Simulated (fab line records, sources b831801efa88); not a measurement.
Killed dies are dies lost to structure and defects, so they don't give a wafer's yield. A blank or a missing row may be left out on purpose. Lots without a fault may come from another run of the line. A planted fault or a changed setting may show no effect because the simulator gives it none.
Matching of chambers	flow sky130	SKY_CONTACT_ETCH_16 on rie-diel-03: 4 sister chambers
The step etches BARC in N2/H2, stops on SiO2, time 45.9 s, target depth 60 nm. 8 wafers are shown with their chamber, then 10 later ones without.

WAFERS WITH THEIR CHAMBER
wafer	chamber	drypump-motor-current-A (A)	n2-flow-sccm (sccm)
L086.3	3	5.7	100.2
L087.5	0	5.4	99.6
L087.6	1	4.7	100.1
L093.1	1	4.7	100.0
L093.2	2	5.7	99.9
L093.6	3	5.7	100.2
L095.1	0	5.5	100.1
L095.2	2	5.7	99.8

WAFERS WITH NO CHAMBER GIVEN
wafer	drypump-motor-current-A (A)	n2-flow-sccm (sccm)
L095.5	5.5	100.1
L090.1	4.7	100.3
L090.5	5.7	99.9
L090.6	4.7	100.3
L096.2	4.7	100.3
L096.4	5.5	100.4
L096.5	5.5	100.1
L092.3	4.7	99.8
L092.4	5.7	100.0
L092.5	5.5	100.4

WHICH CHAMBER EACH ONE RAN IN
wafer	from the rows above	in truth
L095.5	0	0
L090.1	1	1
L090.5	can't be placed: 2 or 3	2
L090.6	1	1
L096.2	1	1
L096.4	0	0
L096.5	0	0
L092.3	1	1
L092.4	can't be placed: 2 or 3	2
L092.5	0	0
8 of 10 placed correctly. Cannot be placed on the basis of these rows: 2; the candidates contain the true chamber in 2. Placed wrongly: 0.
How it was worked out, from the rows above alone: a wafer's distance from a chamber is the root of the sum, over the readings, of the square of ((its reading less the chamber's mean) divided by the reading's scatter). The wafer belongs to the nearest chamber; if the next one is less than 2 further off, it can't be placed. Each chamber's mean is taken over the wafers shown for it. The scatter: the root of (the sum of the squares of (reading less its chamber's mean) over the shown wafers, divided by (wafers less chambers)).
